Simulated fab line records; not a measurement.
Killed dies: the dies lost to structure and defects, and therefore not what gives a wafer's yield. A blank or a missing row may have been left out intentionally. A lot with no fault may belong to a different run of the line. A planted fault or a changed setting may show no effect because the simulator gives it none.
Check of tool commonality || flow gf180mcu || 13 lots, 39 wafers sampled

THE REASON FOR OPENING IT
Of 13 lots, 2 have the reading DUAL_GATE_OXIDATION_00_THK flagged at GF_DUAL_GATE_THK_MEAS_03. Wafers without a fault read 10.73 nm, standard deviation 0.2.
Rule: a lot gets a flag if all its wafers with a number sit over 4 standard deviations from that mean, or if no wafer of it has a number. All remaining lots are regarded as sound.

{"lot": "L937", "measured": "day 7 22:31", "on": "film-metro-01", "DUAL_GATE_OXIDATION_00_THK (nm), wafer by wafer": "10.66 10.63 10.56", "flag": ""}
{"lot": "L938", "measured": "day 8 04:53", "on": "film-metro-04", "DUAL_GATE_OXIDATION_00_THK (nm), wafer by wafer": "10.68 10.66 10.83", "flag": ""}
{"lot": "L939", "measured": "day 8 11:35", "on": "film-metro-04", "DUAL_GATE_OXIDATION_00_THK (nm), wafer by wafer": "10.68 10.77 10.77", "flag": ""}
{"lot": "L940", "measured": "day 8 18:34", "on": "film-metro-04", "DUAL_GATE_OXIDATION_00_THK (nm), wafer by wafer": "10.91 10.76 10.73", "flag": ""}
{"lot": "L942", "measured": "day 9 11:32", "on": "film-metro-04", "DUAL_GATE_OXIDATION_00_THK (nm), wafer by wafer": "12.30 12.31 12.18", "flag": "FLAGGED"}
{"lot": "L946", "measured": "day 10 09:44", "on": "film-metro-04", "DUAL_GATE_OXIDATION_00_THK (nm), wafer by wafer": "12.37 12.16 12.18", "flag": "FLAGGED"}
{"lot": "L951", "measured": "day 11 23:53", "on": "film-metro-04", "DUAL_GATE_OXIDATION_00_THK (nm), wafer by wafer": "10.61 10.81 10.54", "flag": ""}
{"lot": "L954", "measured": "day 12 16:13", "on": "film-metro-01", "DUAL_GATE_OXIDATION_00_THK (nm), wafer by wafer": "10.66 10.54 10.74", "flag": ""}
{"lot": "L955", "measured": "day 13 02:32", "on": "film-metro-04", "DUAL_GATE_OXIDATION_00_THK (nm), wafer by wafer": "11.04 11.20 11.08", "flag": ""}
{"lot": "L956", "measured": "day 13 04:58", "on": "film-metro-02", "DUAL_GATE_OXIDATION_00_THK (nm), wafer by wafer": "10.40 10.69 10.50", "flag": ""}
{"lot": "L957", "measured": "day 13 15:38", "on": "film-metro-01", "DUAL_GATE_OXIDATION_00_THK (nm), wafer by wafer": "10.53 10.44 10.65", "flag": ""}
{"lot": "L958", "measured": "day 13 22:14", "on": "film-metro-04", "DUAL_GATE_OXIDATION_00_THK (nm), wafer by wafer": "10.88 10.89 10.83", "flag": ""}
{"lot": "L959", "measured": "day 14 02:28", "on": "film-metro-01", "DUAL_GATE_OXIDATION_00_THK (nm), wafer by wafer": "10.61 10.47 10.33", "flag": ""}
The numbers of the flagged lots are 12.25 nm on average: +1.52 nm against the usual, or +8 standard deviations.

WHICH TOOL EACH LOT WENT THROUGH
The record keeps 1 process step preceding the reading, out of 602 steps on the route. Every cell lists first the tool, next ch and the chambers used by the sampled wafers, and last the start.
{"lot": "L937", "flag": "", "GF_DUAL_GATE_OXIDATION_02": "furnace-01 ch 0, day 7 21:04"}
{"lot": "L938", "flag": "", "GF_DUAL_GATE_OXIDATION_02": "furnace-02 ch 0, day 8 03:26"}
{"lot": "L939", "flag": "", "GF_DUAL_GATE_OXIDATION_02": "furnace-01 ch 0, day 8 10:08"}
{"lot": "L940", "flag": "", "GF_DUAL_GATE_OXIDATION_02": "furnace-02 ch 0, day 8 17:08"}
{"lot": "L942", "flag": "FLAGGED", "GF_DUAL_GATE_OXIDATION_02": "furnace-02 ch 0, day 9 10:05"}
{"lot": "L946", "flag": "FLAGGED", "GF_DUAL_GATE_OXIDATION_02": "furnace-02 ch 0, day 10 08:16"}
{"lot": "L951", "flag": "", "GF_DUAL_GATE_OXIDATION_02": "furnace-01 ch 0, day 11 22:26"}
{"lot": "L954", "flag": "", "GF_DUAL_GATE_OXIDATION_02": "furnace-01 ch 0, day 12 14:46"}
{"lot": "L955", "flag": "", "GF_DUAL_GATE_OXIDATION_02": "furnace-02 ch 0, day 13 01:04"}
{"lot": "L956", "flag": "", "GF_DUAL_GATE_OXIDATION_02": "furnace-01 ch 0, day 13 03:31"}
{"lot": "L957", "flag": "", "GF_DUAL_GATE_OXIDATION_02": "furnace-01 ch 0, day 13 14:10"}
{"lot": "L958", "flag": "", "GF_DUAL_GATE_OXIDATION_02": "furnace-01 ch 0, day 13 20:47"}
{"lot": "L959", "flag": "", "GF_DUAL_GATE_OXIDATION_02": "furnace-01 ch 0, day 14 01:01"}
What these steps do:
- GF_DUAL_GATE_OXIDATION_02: stabilise 600 s, purge 300 s, target thk 10.887 nm.
- GF_DUAL_GATE_THK_MEAS_03

FLAGGED AGAINST TOTAL, ONE TOOL AT A TIME (gauges that did the reading follow at the end)
{"step": "GF_DUAL_GATE_OXIDATION_02", "tool": "furnace-01", "lots run": 8, "flagged": 0, "share of the flagged lots": "none", "sound lots run after its first flagged lot": "-"}
{"step": "GF_DUAL_GATE_OXIDATION_02", "tool": "furnace-02", "lots run": 5, "flagged": 2, "share of the flagged lots": "all", "sound lots run after its first flagged lot": "1 (L955)"}
{"step": "GF_DUAL_GATE_THK_MEAS_03", "tool": "film-metro-01", "lots run": 4, "flagged": 0, "share of the flagged lots": "none", "sound lots run after its first flagged lot": "-"}
{"step": "GF_DUAL_GATE_THK_MEAS_03", "tool": "film-metro-02", "lots run": 1, "flagged": 0, "share of the flagged lots": "none", "sound lots run after its first flagged lot": "-"}
{"step": "GF_DUAL_GATE_THK_MEAS_03", "tool": "film-metro-04", "lots run": 8, "flagged": 2, "share of the flagged lots": "all", "sound lots run after its first flagged lot": "3 (L951,L955,L958)"}

WHAT THE TABLE ALLOWS
Rows of the table that ran all the flagged lots, 2 in number: furnace-02 at GF_DUAL_GATE_OXIDATION_02; film-metro-04 at GF_DUAL_GATE_THK_MEAS_03.
- furnace-02 at GF_DUAL_GATE_OXIDATION_02 ran 5 lots, 2 of them flagged. After the first flagged lot (L955), sound lots still ran on it; a lasting fault on the whole tool would not permit that.
- film-metro-04 at GF_DUAL_GATE_THK_MEAS_03 ran 8 lots, 2 of them flagged. After the first flagged lot (L951, L955, L958), sound lots still ran on it; a lasting fault on the whole tool would not permit that.
None of the table's rows ran every flagged lot and, after the first, no sound lot.

WHAT THE SIMULATOR HAD INSERTED
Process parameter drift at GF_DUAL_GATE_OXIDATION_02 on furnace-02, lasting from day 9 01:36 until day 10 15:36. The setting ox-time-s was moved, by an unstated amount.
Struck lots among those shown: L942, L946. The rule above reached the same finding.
